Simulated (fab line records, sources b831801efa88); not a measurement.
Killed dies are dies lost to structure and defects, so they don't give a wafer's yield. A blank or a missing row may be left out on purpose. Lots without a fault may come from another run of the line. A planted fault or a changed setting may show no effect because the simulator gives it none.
Which tool did it? | flow gf180mcu | 6 lots, 18 wafers sampled, at 1 step of a route of 602

WHAT THE GAUGES READ, wafer by wafer
GF_STI_BOW_MEAS_00.
lot  | measured    | on            | INCOMING_BOW (um)
L458 | day 1 15:00 | film_metro-01 | 3 -7 -2
L460 | day 2 01:00 | film_metro-01 | 1 9 5
L466 | day 3 07:00 | film_metro-02 | -14 2 5
L472 | day 4 13:04 | film_metro-01 | 7 -2 7
L474 | day 4 23:00 | film_metro-01 | -6 11 5
L478 | day 5 19:00 | film_metro-02 | 6 -4 -2

WHICH TOOL RAN EACH LOT (tool, then ch and the chambers of the sampled wafers, then the start)
The record holds no process step before these readings.

THE ANSWER, worked out from the rows above alone
Rule: what is usual is taken from the lots themselves. Put in order of their means at a reading, lots are off if they are a third of the lots or fewer, leave a main group of 4 or more, and stand apart from it by a gap of 3 or more times the standard deviation of the main group's means; of several such gaps the widest counts. A main group whose means are all the same, to the digits that the tables above print for the reading, isn't used. A lot without any number at a reading at which 4 lots or more have one is off too. The other lots that the step has rows for count as sound.
No lot is off at any reading shown: from this, nothing can be told.

WHAT THE SIMULATOR HAD PUT IN
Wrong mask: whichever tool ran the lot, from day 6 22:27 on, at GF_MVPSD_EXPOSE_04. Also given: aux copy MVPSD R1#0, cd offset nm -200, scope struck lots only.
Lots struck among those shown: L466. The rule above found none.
